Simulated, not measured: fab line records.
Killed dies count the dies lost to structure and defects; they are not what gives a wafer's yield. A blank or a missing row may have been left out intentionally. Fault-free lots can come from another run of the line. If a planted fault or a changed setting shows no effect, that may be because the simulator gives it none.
2 desks looking at one fault + flow sky130 + each desk holds nothing but its own numbers, with what lay behind them at the end

AT THE TOOL OWNER'S DESK: litho-track-04
The tool's own readings at SKY_VT_ADJUST_HVTP_DEVELOP_06 (develop time 60 s): means of the sampled wafers that have a number, for each lot that ran on this tool. Marked OUT: a lot whose mean sits more than 4 standard deviations from the usual mean, which makes it out of limits; the brackets give that distance.
Columns: A = developer-temp-C at SKY_VT_ADJUST_HVTP_DEVELOP_06, usual 23.00 C
| lot  | first seen here | A                |
|------|-----------------|------------------|
| L846 | day 6 06:58     | 22.98            |
| L847 | day 6 15:46     | 23.12            |
| L848 | day 6 18:20     | 23.14            |
| L852 | day 8 06:01     | 22.93            |
| L854 | day 8 15:52     | 22.96            |
| L861 | day 10 14:08    | 24.04 (+8.7) OUT |
| L862 | day 10 16:19    | 23.98 (+8.1) OUT |
This desk's verdict: out of limits on L861, L862, starting with L861 at day 10 14:08 (developer-temp-C at SKY_VT_ADJUST_HVTP_DEVELOP_06). L846, L847, L848, L852, L854: within limits.

METROLOGY DESK
What the gauges read for every lot (on any tool): the sampled wafers with a number, averaged. Marked OUT: a lot whose mean sits more than 4 standard deviations from the usual mean, which makes it out of limits; the brackets give that distance.
Columns: A = FIELD_ISO_CVD_03_THK at SKY_FIELD_ISO_THK_MEAS_04, usual 164.1 nm
| lot  | first seen here | A     |
|------|-----------------|-------|
| L845 | day 1 13:29     | 165.7 |
| L846 | day 1 19:58     | 165.2 |
| L847 | day 1 23:29     | 164.3 |
| L848 | day 2 06:53     | 164.7 |
| L850 | day 2 16:06     | 164.7 |
| L852 | day 3 06:37     | 164.1 |
| L853 | day 3 06:38     | 163.7 |
| L854 | day 3 10:50     | 165.1 |
| L861 | day 4 21:29     | 162.7 |
| L862 | day 5 04:23     | 165.3 |
| L865 | day 5 19:28     | 165.5 |
| L866 | day 5 23:17     | 162.3 |
| L867 | day 6 03:30     | 163.0 |
This desk's finding: nothing out of limits on any of the 13 lots.

ALL TOGETHER
On L861, L862, at day 10 14:08, an alarm was possible from the tool owner's desk.
The metrology desk saw nothing out of limits.
The metrology desk has L861, L862 on record, within its limits.
All the named lots went through SKY_VT_ADJUST_HVTP_DEVELOP_06 on litho-track-04.

WHAT THE SIMULATOR HAD PUT IN
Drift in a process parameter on litho-track-04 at SKY_VT_ADJUST_HVTP_DEVELOP_06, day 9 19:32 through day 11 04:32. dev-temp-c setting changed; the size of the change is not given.
Struck lots among those shown: L861, L862.
How many hours passed from the start of the fault until each desk's first out-of-limits reading: the tool owner's desk, 19.
